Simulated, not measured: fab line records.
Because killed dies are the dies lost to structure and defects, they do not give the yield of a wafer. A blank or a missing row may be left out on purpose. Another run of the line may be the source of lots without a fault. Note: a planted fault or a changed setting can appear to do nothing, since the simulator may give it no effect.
fab line records	flow sky130
record: lots: 6	wafers: 18	lastDay: 49
route steps=708 shown CAP2M@612 METAL4@621 PAD_OPEN@708
lots with no fault: from the same line, run without faults
startH: the number of hours between the record's first day and the start of the first shown wafer of the lot	waitH: how many hours have passed since the lot's step before this one	" repeats the value in the row above	L1.1+2: a row that stands for several wafers	- no value present, or no start provided	* or withheld: withheld	< > ~ a bound
route shown NAME@n: a module of which the file shows steps, and the number in the route of the first	usual: average and standard deviation across the fault-free wafers	same: alike in all rows	chamber/n: place in a boat	sites: each site's reading	_std_site: standard deviation across them	_edge_site: mean of outer sites minus mean of inner sites	radiusMm: for every site, how far away it sits from the centre of the wafer	mask NAME#n: copy n	behind: tool/chamber where the wafer was last shaped	hold: what put the lot on hold/how long, in hours/how the hold closed	device: the transistor (n, p or np) that didn't switch	end of line: tests of these same wafers at the route's end	a step given without rows: its recipe and nothing more	killed: dies that structure and defects cost at the first sort, which is not the same as the wafer's yield	map: shows each die of a wafer: x if killed, . if not, _ if none is there
set.NAME: the setting as run; set.NAME@STEP: as run at that earlier step	model.NAME: the simulator's own value behind a step, which no gauge read
certain route steps with their lots: each step a table, each wafer a row
services: a tool's chamber out of use, with start hour (startH, from the record's first day; less than 0 if before it), hours out, and reason
== steps ==
step: SKY_CAP2M_EXPOSE_09
recipe: maskId: CAP2M	na: 0.6	sourceShape: conventional	sigmaOuter: 0.6	polarization: unpolarized	targetCdNm: 1000	doseMj: 159
step: SKY_CAP2M_PEB_10
recipe: tempC: withheld	timeS: *	resist: NOVOLAK
step: SKY_CAP2M_DEVELOP_11
recipe: resist: NOVOLAK	developer: TMAH	developTimeS: 60	devTempC: 23
step: SKY_CAP2M_OVL_MEAS_12
usual: CAP2M_OVL: -1.2/1.4
lot.wafer	tool	chamber	startH	waitH	CAP2M_OVL[nm]
L662.1	overlay-02	-	988.51	0.1	-3.5
L662.2	"	-	"	"	-1.8
L662.6	"	-	"	"	0.2
L664.1	overlay-01	-	1006.52	0.1	-2.8
L664.5	"	-	"	"	-2.1
L664.6	"	-	"	"	-1.8
L667.2	overlay-02	-	1021.68	0.1	-4.7
L667.5	"	-	"	"	-3.2
L667.6	"	-	"	"	-0.2
L668.3	overlay-01	-	1031.72	0.1	-1.6
L668.5	"	-	"	"	0.2
L668.6	"	-	"	"	1.6
L669.1	overlay-02	-	1039.05	0.1	-2.8
L669.4	"	-	"	"	-0.8
L669.5	"	-	"	"	-4.1
L674.1	overlay-02	-	1064.46	0.1	-0.2
L674.3	"	-	"	"	-1.0
L674.5	"	-	"	"	1.1
step: SKY_CAP2M_METAL_ETCH_13
recipe: targetDepthNm: 220	stopOn: SiO2	chemistry: Cl2/BCl3	target: TiN	pressureMtorr: 10	icpW: 900	biasW: 48.5	Cl2_flow_sccm: 60	bcl3FlowSccm: 30	timeS: 62.9
usual: drypumpMotorCurrentA: 5.7/0.36	oesProductAu: 0.942/0.0066	throttleValvePct: 21.900/0.0097
lot.wafer	tool	chamber	startH	waitH	drypumpMotorCurrentA	oesProductAu	rfHoursCounterH	throttleValvePct
L662.1	rieMetal-04	0	988.54	0.0	5.7	0.939	2	21.898
L662.2	"	1	"	"	6.4	0.938	9	21.907
L662.6	"	1	"	"	6.4	0.953	-	21.902
L664.1	rieMetal-03	1	1006.56	0.0	5.9	0.941	18	21.903
L664.5	"	0	"	"	5.3	0.943	-	21.915
L664.6	"	1	"	"	5.9	0.945	-	21.896
L667.2	rieMetal-01	0	1021.71	0.0	5.5	0.934	5	21.905
L667.5	"	0	"	"	5.5	0.947	-	21.915
L667.6	"	1	"	"	6.0	0.941	-	21.902
L668.3	rieMetal-03	0	1031.77	0.0	5.2	0.943	-	21.907
L668.5	"	1	"	"	5.9	0.944	-	21.889
L668.6	"	0	"	"	5.3	0.940	-	21.909
L669.1	rieMetal-01	1	1039.09	0.0	6.0	0.945	11	21.898
L669.4	"	0	"	"	5.5	0.946	-	21.909
L669.5	"	0	"	"	5.5	0.945	-	21.891
L674.1	rieMetal-03	1	1064.49	0.0	5.9	0.928	21	21.892
L674.3	"	0	"	"	5.3	0.934	-	21.916
L674.5	"	1	"	"	5.9	0.933	-	21.913
step: SKY_CAP2M_STRIP_14
recipe: chemistry: O2/N2	powerW: 1400	pressureMtorr: 1500	platenTempC: withheld	o2FlowSccm: 2858	n2FlowSccm: 300	overashFraction: 0.5
usual: drypumpMotorCurrentA: 5.9/0.39	oesProductAu: 0.709/0.0042	stripTimeToEndpointS: 12.70/0.045
lot.wafer	tool	chamber	startH	waitH	drypumpMotorCurrentA	oesProductAu	rfHoursCounterH	stripTimeToEndpointS
L662.1	plasmaAsher-04	0	988.62	0.1	6.5	0.705	22	12.71
L662.2	"	1	"	"	6.5	0.707	22	12.73
L662.6	"	1	"	"	6.5	0.710	-	12.71
L664.1	plasmaAsher-02	0	1006.64	0.1	5.4	0.710	78	12.69
L664.5	"	0	"	"	5.4	0.703	-	12.71
L664.6	"	1	"	"	5.7	0.711	-	12.68
L667.2	plasmaAsher-01	1	1021.79	0.1	5.9	0.707	65	12.77
L667.5	"	0	"	"	5.7	0.709	-	12.68
L667.6	"	1	"	"	5.9	0.710	-	12.73
L668.3	plasmaAsher-04	0	1031.86	0.1	6.4	0.708	-	12.60
L668.5	"	0	"	"	6.4	0.716	-	12.67
L668.6	"	1	"	"	6.5	0.709	-	12.66
L669.1	plasmaAsher-02	0	1039.17	0.1	5.4	0.707	81	12.66
L669.4	"	0	"	"	5.4	0.708	-	12.60
L669.5	"	1	"	"	5.7	0.705	-	12.66
L674.1	plasmaAsher-02	1	1064.57	0.1	5.7	0.707	84	12.73
L674.3	"	0	"	"	5.4	0.706	-	12.73
L674.5	"	0	"	"	5.4	0.712	-	12.72
step: SKY_CAP2M_STRIP_15
recipe: chemistry: postEtchResidueRemover	timeS: 1200	tempC: 72.5
step: SKY_CAP2M_CLEAN_16
recipe: chemistry: IPA	timeS: 180	tempC: 25
step: SKY_CAP2M_CLEAN_17
recipe: chemistry: O3/DIW	dry: n2Spin
step: SKY_METAL4_DEHYDRATE_05
recipe: tempC: 200	timeS: 60
step: SKY_METAL4_HMDS_06
recipe: primeTimeS: 60	primeTempC: 120
step: SKY_METAL4_COAT_07
recipe: resist: BARC	tempC: withheld	timeS: withheld	spinRpm: 3000	resistThkNm: 60
step: SKY_METAL4_COAT_08
recipe: resist: KrF-thick	spinRpm: 3000	resistThkNm: 1140
usual: dispensePressureKPa: 49/5.4
lot.wafer	tool	chamber	startH	waitH	dispensePressureKPa	model.KrF-thick_of_METAL4_COAT_08.thkNm
L662.1	lithoTrack-01	0	1000	-	57	1141
L662.2	"	0	"	"	57	1141
L662.6	"	0	"	"	57	1141
L664.1	lithoTrack-03	0	1018	-	46	1141
L664.5	"	0	"	"	46	1142
L664.6	"	0	"	"	46	1141
L667.2	lithoTrack-04	0	1033	-	45	1140
L667.5	"	0	"	"	46	1142
L667.6	"	0	"	"	46	1138
L668.3	lithoTrack-03	0	1043	-	46	1162
L668.5	"	0	"	"	46	1159
L668.6	"	0	"	"	46	1161
L669.1	lithoTrack-03	0	1050	-	46	1157
L669.4	"	0	"	"	46	1157
L669.5	"	0	"	"	46	1156
L674.1	lithoTrack-01	0	1075	-	57	1141
L674.3	"	0	"	"	57	1142
L674.5	"	0	"	"	57	1143
step: SKY_METAL4_SOFTBAKE_09
recipe: tempC: 100	timeS: 90	resist: KrF-thick
step: SKY_METAL4_EXPOSE_10
recipe: maskId: MM4	na: 0.68	sourceShape: annular	sigmaInner: 0.4	sigmaOuter: 0.8	targetCdNm: 300	doseMj: 28
step: SKY_METAL4_PEB_11
recipe: pebTempC: withheld	pebTimeS: withheld	resist: KrF-thick
step: SKY_METAL4_DEVELOP_12
recipe: developTimeS: 60	resist: KrF-thick	devTempC: 21
step: SKY_METAL4_CD_MEAS_13
recipe: targetCdNm: 300
usual: cdNm: 299.8/1.1
lot.wafer	tool	chamber	startH	waitH	cdNm
L662.1	cdSem-01	-	1012.34	-	298.7
L662.2	"	-	"	"	300.7
L662.6	"	-	"	"	298.6
L664.1	cdSem-01	-	1030.05	-	300.0
L664.5	"	-	"	"	300.6
L664.6	"	-	"	"	299.6
L667.2	cdSem-01	-	1044.67	-	300.6
L667.5	"	-	"	"	300.0
L667.6	"	-	"	"	301.1
L668.3	cdSem-02	-	1054.41	-	299.9
L668.5	"	-	"	"	301.5
L668.6	"	-	"	"	300.1
L669.1	cdSem-01	-	1061.52	-	299.7
L669.4	"	-	"	"	300.8
L669.5	"	-	"	"	300.6
L674.1	cdSem-01	-	1085.87	-	301.9
L674.3	"	-	"	"	302.6
L674.5	"	-	"	"	300.8
step: SKY_METAL4_OVL_MEAS_14
usual: METAL4_OVL: 0/5.6
lot.wafer	tool	chamber	startH	waitH	METAL4_OVL[nm]
L662.1	overlay-02	-	1012.46	0.1	2
L662.2	"	-	"	"	-1
L662.6	"	-	"	"	-4
L664.1	overlay-02	-	1030.17	0.1	-2
L664.5	"	-	"	"	0
L664.6	"	-	"	"	-2
L667.2	overlay-02	-	1044.78	0.1	0
L667.5	"	-	"	"	8
L667.6	"	-	"	"	0
L668.3	overlay-01	-	1054.50	0.1	1
L668.5	"	-	"	"	1
L668.6	"	-	"	"	-4
L669.1	overlay-01	-	1061.64	0.1	-3
L669.4	"	-	"	"	-4
L669.5	"	-	"	"	-5
L674.1	overlay-01	-	1085.99	0.1	11
L674.3	"	-	"	"	8
L674.5	"	-	"	"	5
step: SKY_METAL4_DESCUM_15
recipe: chemistry: O2	sourcePowerW: 150	biasPowerW: 0	pressureMtorr: 10	tempC: 40	timeS: 8
usual: drypumpMotorCurrentA: 5.7/0.37	oesProductAu: 0.995/0.0071
lot.wafer	tool	chamber	startH	waitH	drypumpMotorCurrentA	oesProductAu	rfHoursCounterH
L662.1	rieMetal-03	1	1012.50	0.0	5.9	0.988	18
L662.2	"	0	"	"	5.3	0.986	16
L662.6	"	1	"	"	5.9	0.994	-
L664.1	rieMetal-02	0	1030.21	0.0	5.3	1.003	13
L664.5	"	0	"	"	5.3	0.997	-
L664.6	"	1	"	"	5.6	1.004	-
L667.2	rieMetal-04	1	1044.81	0.0	6.4	1.003	12
L667.5	"	1	"	"	6.4	1.001	-
L667.6	"	0	"	"	5.7	1.002	-
L668.3	rieMetal-02	0	1054.54	0.0	5.3	0.995	-
L668.5	"	1	"	"	5.6	0.988	-
L668.6	"	0	"	"	5.3	0.997	-
L669.1	rieMetal-04	0	1061.68	0.0	5.7	0.993	7
L669.4	"	1	"	"	6.4	1.004	-
L669.5	"	1	"	"	6.4	1.002	-
L674.1	rieMetal-02	1	1086.03	0.0	5.6	0.994	21
L674.3	"	1	"	"	5.6	1.004	-
L674.5	"	1	"	"	5.6	0.997	-
step: SKY_METAL4_ETCH_16
recipe: chemistry: N2/H2	target: BARC	ionEnergyEv: 200	biasW: 100	pressureMtorr: 30	n2FlowSccm: 100	h2FlowSccm: 200	icpW: 500	stopOn: SiO2	timeS: 88.2	targetDepthA: 600
usual: drypumpMotorCurrentA: 5.7/0.37	oesProductAu: 0.625/0.0043	throttleValvePct: 13.205/0.0093
lot.wafer	tool	chamber	startH	waitH	drypumpMotorCurrentA	oesProductAu	rfHoursCounterH	throttleValvePct
L662.1	rieMetal-03	1	1012.53	0.0	5.9	0.626	18	13.218
L662.2	"	0	"	"	5.2	0.616	16	13.209
L662.6	"	1	"	"	5.9	0.624	-	13.199
L664.1	rieMetal-02	0	1030.24	0.0	5.3	0.628	13	13.194
L664.5	"	0	"	"	5.3	0.632	-	13.205
L664.6	"	1	"	"	5.6	0.627	-	13.200
L667.2	rieMetal-04	1	1044.84	0.0	6.4	0.627	12	13.199
L667.5	"	1	"	"	6.4	0.621	-	13.212
L667.6	"	0	"	"	5.7	0.618	-	13.207
L668.3	rieMetal-02	0	1054.59	0.0	5.3	0.631	-	13.196
L668.5	"	1	"	"	5.6	0.629	-	13.203
L668.6	"	0	"	"	5.3	0.624	-	13.212
L669.1	rieMetal-04	0	1061.71	0.0	5.7	0.622	7	13.203
L669.4	"	1	"	"	6.4	0.629	-	13.205
L669.5	"	1	"	"	6.4	0.621	-	13.214
L674.1	rieMetal-02	1	1086.06	0.0	5.6	0.625	21	13.202
L674.3	"	1	"	"	5.6	0.627	-	13.194
L674.5	"	1	"	"	5.6	0.629	-	13.207
step: SKY_METAL4_ETCH_17
recipe: target: SiO2	stopOn: TiN	chemistry: C4F8/O2/Ar	sourceW: 1500	biasW: 1200	pressureMtorr: 40	c4f8FlowSccm: withheld	O2_flow_sccm: 6	Ar_flow_sccm: 300	timeS: 3.9	targetDepthA: 150
usual: oesProductAu: 0.756/0.0078
lot.wafer	tool	chamber	startH	waitH	oesProductAu	rfHoursCounterH
L662.1	rieDiel-03	1	1012.63	0.1	0.741	12
L662.2	"	3	"	"	0.751	11
L662.6	"	3	"	"	0.746	-
L664.1	rieDiel-01	2	1030.34	0.1	0.757	22
L664.5	"	2	"	"	0.772	-
L664.6	"	3	"	"	0.758	-
L667.2	rieDiel-02	3	1044.94	0.1	0.760	18
L667.5	"	0	"	"	0.759	-
L667.6	"	3	"	"	0.756	-
L668.3	rieDiel-01	0	1054.66	0.0	0.752	13
L668.5	"	1	"	"	0.768	-
L668.6	"	0	"	"	0.763	-
L669.1	rieDiel-03	2	1061.81	0.1	0.746	1
L669.4	"	0	"	"	0.759	17
L669.5	"	2	"	"	0.764	-
L674.1	rieDiel-03	3	1086.16	0.1	0.763	13
L674.3	"	2	"	"	0.757	2
L674.5	"	0	"	"	0.762	-
step: SKY_METAL4_METAL_ETCH_18
recipe: targetDepthA: 8450	stopOn: SiO2	overEtchFrac: 0.3	timeS: 183.1	chemistry: Cl2/BCl3	resistSidewallDeg: 88	pressureMtorr: 10	icpW: 900	biasW: 48.5	Cl2_flow_sccm: 60	bcl3FlowSccm: 30
usual: drypumpMotorCurrentA: 5.7/0.41	oesProductAu: 0.865/0.0061	throttleValvePct: 22.266/0.0093
lot.wafer	tool	chamber	startH	waitH	drypumpMotorCurrentA	oesProductAu	rfHoursCounterH	throttleValvePct	model.KrF-thick_of_METAL4_COAT_08.thkNm
L662.1	rieMetal-02	1	1012.65	0.0	5.6	0.856	16	22.269	533
L662.2	"	0	"	"	5.3	0.870	12	22.271	533.8
L662.6	"	0	"	"	5.3	0.861	-	22.255	536.7
L664.1	rieMetal-04	1	1030.36	0.0	6.4	0.866	11	22.267	535.3
L664.5	"	1	"	"	6.4	0.854	-	22.262	534.5
L664.6	"	0	"	"	5.7	0.865	-	22.271	532.5
L667.2	rieMetal-02	0	1044.96	0.0	5.3	0.859	14	22.281	524.7
L667.5	"	0	"	"	5.3	0.871	-	22.246	531.5
L667.6	"	1	"	"	5.6	0.857	-	22.260	530.3
L668.3	rieMetal-03	1	1054.74	0.1	5.9	0.874	-	22.270	563.9
L668.5	"	0	"	"	5.3	0.869	-	22.271	561.9
L668.6	"	1	"	"	5.9	0.877	-	22.260	559.8
L669.1	rieMetal-03	0	1061.83	0.0	5.2	0.870	19	22.273	558.5
L669.4	"	1	"	"	5.9	0.872	-	22.262	552.7
L669.5	"	1	"	"	5.9	0.859	-	22.257	547.5
L674.1	rieMetal-03	0	1086.18	0.0	5.2	0.859	21	22.273	547.4
L674.3	"	1	"	"	5.9	0.859	-	22.275	539.7
L674.5	"	1	"	"	5.9	0.855	-	22.272	541.9
step: SKY_METAL4_STRIP_19
recipe: chemistry: O2/N2	powerW: 1400	pressureMtorr: 1500	platenTempC: withheld	o2FlowSccm: 3000	n2FlowSccm: 300	overashFraction: 0.5
usual: drypumpMotorCurrentA: 6.1/0.46	oesProductAu: 0.505/0.0054	stripTimeToEndpointS: 6.59/0.058
lot.wafer	tool	chamber	startH	waitH	drypumpMotorCurrentA	oesProductAu	rfHoursCounterH	stripTimeToEndpointS
L662.1	plasmaAsher-03	1	1012.82	0.1	5.3	0.508	122	6.60
L662.2	"	0	"	"	6.4	0.509	122	6.59
L662.6	"	0	"	"	6.4	0.516	-	6.63
L664.1	plasmaAsher-04	1	1030.53	0.1	6.5	0.502	24	6.61
L664.5	"	1	"	"	6.5	0.508	-	6.60
L664.6	"	0	"	"	6.4	0.508	-	6.59
L667.2	plasmaAsher-04	1	1045.14	0.1	6.5	0.498	26	6.52
L667.5	"	0	"	"	6.4	0.505	-	6.58
L667.6	"	1	"	"	6.5	0.511	-	6.55
L668.3	plasmaAsher-04	0	1054.89	0.1	6.4	0.520	-	6.89
L668.5	"	1	"	"	6.5	0.508	-	6.88
L668.6	"	0	"	"	6.4	0.516	-	6.86
L669.1	plasmaAsher-04	0	1062.01	0.1	6.4	0.516	27	6.85
L669.4	"	1	"	"	6.5	0.513	-	6.79
L669.5	"	1	"	"	6.5	0.514	-	6.75
L674.1	plasmaAsher-03	0	1086.36	0.1	6.4	0.517	2	6.73
L674.3	"	0	"	"	6.5	0.512	-	6.68
L674.5	"	1	"	"	5.3	0.505	-	6.69
step: SKY_METAL4_STRIP_20
recipe: chemistry: postEtchResidueRemover	timeS: 1200	tempC: 72.5
step: SKY_PAD_OPEN_PROBE_99
usual: defectLimitedYield: 82.6/1.9	killed_at_M0_to_M3: 43/6.5	killed_at_M4_up: 3.2/1.8	killedAtContacts: 24/5	killedAtFrontEnd: 15/4.1	killedAtOther: 0.3/0.54	killedDies: 85/9.3	killedOnRim: 16/4.1	killedOpen: 47/7.2	killedShort: 39/5.9	sort_bin_3_pad_short: 0.9/0.4	sort_bin_5_function: 10.3/1.5	sort_bin_6_memory: 6.2/1.2	sortNPass: 407/9.3	sortYieldPct: 82.6/1.9
same: grossDies: 492	killedAtBackSide: 0	sort_bin_4_leakage[%]: 0	sort_bin_8_speed[%]: 0
lot.wafer	tool	chamber	startH	waitH	defectLimitedYield[%]	killed_at_M0_to_M3	killed_at_M4_up	killedAtContacts	killedAtFrontEnd	killedAtOther	killedDies	killedOnRim	killedOpen	killedShort	sort_bin_3_pad_short[%]	sort_bin_5_function[%]	sort_bin_6_memory[%]	sortNPass	sortYieldPct[%]
L662.1	prober-01	-	1104.18	0.1	81.9	47	3	26	13	0	89	16	52	37	0.8	11.0	6.3	403	81.9
L662.2	prober-01	-	1104.23	0.1	86.2	35	4	18	11	0	68	11	40	28	0.2	8.7	4.9	424	86.2
L662.6	prober-01	-	1104.43	0.2	81.9	43	6	21	19	0	89	16	39	50	0.4	11.4	6.3	403	81.9
L664.1	prober-01	-	1119.92	0.1	80.7	49	3	31	10	2	95	11	45	49	0.8	11.2	7.3	397	80.7
L664.5	prober-01	-	1120.12	0.2	82.7	47	2	22	14	0	85	16	42	43	0.6	11.0	5.7	407	82.7
L664.6	prober-01	-	1120.17	0.2	81.7	39	2	31	17	1	90	17	52	37	0.2	10.2	7.9	402	81.7
L667.2	prober-02	-	1132.31	0.1	85.6	44	2	13	12	0	71	14	33	38	0	8.9	5.5	421	85.6
L667.5	prober-02	-	1132.46	0.2	83.3	50	2	20	10	0	82	20	48	34	0.8	12.0	3.9	410	83.3
L667.6	prober-02	-	1132.51	0.2	84.6	46	5	11	14	0	76	9	37	39	1.4	8.5	5.5	416	84.6
L668.3	prober-02	-	1141.96	0.2	80.1	51	5	31	10	1	98	18	55	43	1.2	12.4	6.3	394	80.1
L668.5	prober-02	-	1142.06	0.2	84.6	34	4	21	17	0	76	15	45	31	1.0	8.9	5.5	416	84.6
L668.6	prober-02	-	1142.11	0.2	83.9	36	1	21	21	0	79	14	38	41	1.2	8.9	5.9	413	83.9
L669.1	prober-02	-	1146.70	0.1	79.9	45	3	33	17	1	99	22	64	35	0.8	10.0	9.3	393	79.9
L669.4	prober-02	-	1146.85	0.2	83.5	43	3	24	11	0	81	8	49	32	0.6	9.3	6.5	411	83.5
L669.5	prober-02	-	1146.90	0.2	85.4	35	4	24	9	0	72	13	36	36	0.6	9.1	4.9	420	85.4
L674.1	prober-01	-	1167.47	0.1	85.6	27	1	30	13	0	71	15	40	31	0.4	9.1	4.9	421	85.6
L674.3	prober-01	-	1167.57	0.2	84.6	38	2	24	12	0	76	13	40	36	0.6	10.2	4.7	416	84.6
L674.5	prober-01	-	1167.67	0.2	84.6	38	1	26	11	0	76	14	44	32	1.0	9.1	5.3	416	84.6
killed by level:class
L662.1 VIA1:geometricParticle:open=14 CONTACT:geometricParticle:open=10 VIA3:geometricParticle:open=8 VIA1:geometricParticle:short=7 LI_CONTACT:geometricParticle:open=5 POLY_GATE:geometricParticle:open=4 POLY_GATE:geometricParticle:short=4 LOCAL_INTERCONNECT:geometricParticle:short=4
L662.2 VIA1:geometricParticle:open=9 LI_CONTACT:geometricParticle:open=6 CONTACT:geometricParticle:open=6 VIA2:geometricParticle:open=4 CONTACT:geometricParticle:short=4 FIELD_ISO:geometricParticle:open=3 POLY_GATE:geometricParticle:short=3 METAL1:geometricParticle:open=3
L662.6 VIA1:geometricParticle:open=9 VIA3:geometricParticle:open=7 LOCAL_INTERCONNECT:geometricParticle:short=7 POLY_GATE:geometricParticle:short=6 FIELD_ISO:geometricParticle:short=5 CONTACT:geometricParticle:open=5 CONTACT:geometricParticle:short=5 VIA1:geometricParticle:short=5
L664.1 CONTACT:geometricParticle:open=12 VIA1:geometricParticle:open=11 VIA1:geometricParticle:short=9 CONTACT:geometricParticle:short=6 METAL2:geometricParticle:short=6 LI_CONTACT:geometricParticle:open=5 POLY_GATE:geometricParticle:open=4 VIA3:geometricParticle:open=4
L664.5 METAL1:geometricParticle:short=10 VIA1:geometricParticle:open=9 CONTACT:geometricParticle:open=7 VIA1:geometricParticle:short=7 VIA3:geometricParticle:open=7 LI_CONTACT:geometricParticle:open=6 LI_CONTACT:geometricParticle:short=4 METAL2:geometricParticle:short=4
L664.6 LI_CONTACT:geometricParticle:open=9 CONTACT:geometricParticle:open=9 VIA3:geometricParticle:open=8 CONTACT:geometricParticle:short=7 METAL2:geometricParticle:short=7 VIA2:geometricParticle:open=7 FIELD_ISO:geometricParticle:open=5 POLY_GATE:geometricParticle:short=5
L667.2 VIA1:geometricParticle:open=8 METAL2:geometricParticle:short=7 VIA3:geometricParticle:open=6 VIA2:geometricParticle:open=5 VIA2:geometricParticle:short=4 LI_CONTACT:geometricParticle:open=4 CONTACT:geometricParticle:open=4 VIA3:geometricParticle:short=4
L667.5 VIA1:geometricParticle:open=12 CONTACT:geometricParticle:open=10 METAL2:geometricParticle:short=9 VIA3:geometricParticle:open=7 VIA2:geometricParticle:open=6 LI_CONTACT:geometricParticle:open=5 FIELD_ISO:geometricParticle:short=4 METAL1:geometricParticle:short=4
L667.6 VIA3:geometricParticle:open=10 VIA2:geometricParticle:open=9 FIELD_ISO:geometricParticle:short=7 VIA1:geometricParticle:short=5 METAL2:geometricParticle:short=5 VIA2:geometricParticle:short=5 LOCAL_INTERCONNECT:geometricParticle:short=4 VIA1:geometricParticle:open=4
L668.3 VIA1:geometricParticle:open=14 VIA2:geometricParticle:open=10 CONTACT:geometricParticle:open=9 LI_CONTACT:geometricParticle:open=8 VIA3:geometricParticle:open=7 POLY_GATE:geometricParticle:short=6 LOCAL_INTERCONNECT:geometricParticle:short=5 VIA1:geometricParticle:short=5
L668.5 CONTACT:geometricParticle:open=12 VIA1:geometricParticle:open=6 POLY_GATE:geometricParticle:open=6 VIA3:geometricParticle:open=6 METAL4:geometricParticle:short=4 FIELD_ISO:geometricParticle:short=4 CONTACT:geometricParticle:short=4 METAL1:geometricParticle:short=4
L668.6 METAL1:geometricParticle:short=8 VIA1:geometricParticle:short=7 POLY_GATE:geometricParticle:open=6 LI_CONTACT:geometricParticle:open=6 CONTACT:geometricParticle:open=6 POLY_GATE:geometricParticle:short=5 METAL2:geometricParticle:short=5 VIA1:geometricParticle:open=4
L669.1 VIA1:geometricParticle:open=14 CONTACT:geometricParticle:open=11 LI_CONTACT:geometricParticle:open=10 VIA2:geometricParticle:open=8 LI_CONTACT:geometricParticle:short=7 FIELD_ISO:geometricParticle:open=5 VIA1:geometricParticle:short=5 POLY_GATE:geometricParticle:short=4
L669.4 VIA1:geometricParticle:open=15 LI_CONTACT:geometricParticle:open=11 VIA3:geometricParticle:open=5 METAL1:geometricParticle:short=5 CONTACT:geometricParticle:open=5 FIELD_ISO:geometricParticle:short=4 VIA2:geometricParticle:open=4 POLY_GATE:geometricParticle:open=3
L669.5 CONTACT:geometricParticle:open=8 VIA2:geometricParticle:open=8 METAL3:geometricParticle:short=7 LI_CONTACT:geometricParticle:open=7 METAL4:geometricParticle:short=4 METAL2:geometricParticle:short=4 VIA1:geometricParticle:open=4 CONTACT:geometricParticle:short=4
L674.1 CONTACT:geometricParticle:open=11 LI_CONTACT:geometricParticle:open=9 VIA1:geometricParticle:open=6 CONTACT:geometricParticle:short=6 METAL1:geometricParticle:short=5 POLY_GATE:geometricParticle:short=3 METAL2:geometricParticle:short=3 VIA1:geometricParticle:short=3
L674.3 LI_CONTACT:geometricParticle:open=11 VIA1:geometricParticle:open=10 FIELD_ISO:geometricParticle:short=6 LOCAL_INTERCONNECT:geometricParticle:short=5 METAL1:geometricParticle:short=5 CONTACT:geometricParticle:open=4 VIA2:geometricParticle:open=4 METAL2:geometricParticle:short=4
L674.5 VIA1:geometricParticle:open=10 CONTACT:geometricParticle:short=7 LI_CONTACT:geometricParticle:open=6 CONTACT:geometricParticle:open=6 VIA2:geometricParticle:open=6 VIA3:geometricParticle:open=5 FIELD_ISO:geometricParticle:open=4 LOCAL_INTERCONNECT:geometricParticle:short=4
== services ==
tool	chamber	startH	hours	kind
plasmaAsher-02	-	972.14	2.8	pm
rieDiel-01	3	972.41	4.2	repair
rieDiel-01	-	975.29	4.3	pm
rieMetal-02	1	985.15	4.3	repair
rieDiel-02	3	986.46	13.8	repair
plasmaAsher-04	-	995.83	14.6	pm
rieDiel-03	2	1005.12	-	clean
rieDiel-03	2	1005.12	17.4	scheduledDown
rieDiel-03	2	1005.12	17.4	ventCycle
rieDiel-01	3	1010.58	3.6	repair
rieDiel-02	0	1011.24	6.9	repair
plasmaAsher-04	-	1026.18	3.5	repair
rieDiel-01	2	1031.23	9.3	repair
plasmaAsher-01	-	1040.34	2.0	repair
rieDiel-02	-	1047.55	0.1	repair
rieDiel-03	3	1049.68	1.5	repair
plasmaAsher-03	-	1055.25	9.0	pm
plasmaAsher-03	0	1055.25	9.0	ventCycle
plasmaAsher-03	1	1055.25	9.0	ventCycle
rieMetal-01	1	1059.29	1.3	repair
rieDiel-01	0	1063.82	10.4	repair
plasmaAsher-03	-	1069.22	2.8	pm
plasmaAsher-02	-	1077.44	4.5	repair
rieDiel-02	-	1081.56	4.1	repair
== key ==
firstSign: step: SKY_METAL4_STRIP_19	reading: stripTimeToEndpointS	direction: up	sigmas: 4.1	usual: *	struck: *
effect none on later readings
modelEffect: step: SKY_METAL4_COAT_08	value: KrF-thick_of_METAL4_COAT_08.thkNm	without: 1142	struck: 1159
modelEffect: step: SKY_METAL4_METAL_ETCH_18	value: KrF-thick_of_METAL4_COAT_08.thkNm	without: 540.3	struck: 557.4
metAt SKY_METAL4_COAT_08
struckWafers L668.3,L668.5,L668.6,L669.1,L669.4,L669.5
onsetBetween 1018 1043
alsoFits SKY_METAL4_STRIP_19:plasmaAsher-04
fault: kind: processParameterDrift	tool: lithoTrack-03	chamber: -	onsetH: 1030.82	steps: SKY_METAL4_COAT_08	channel: resistThkNm	offset: 17.053	shape: step	endH: 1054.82	actsIn: theseRecipesOnly	stated: 1140
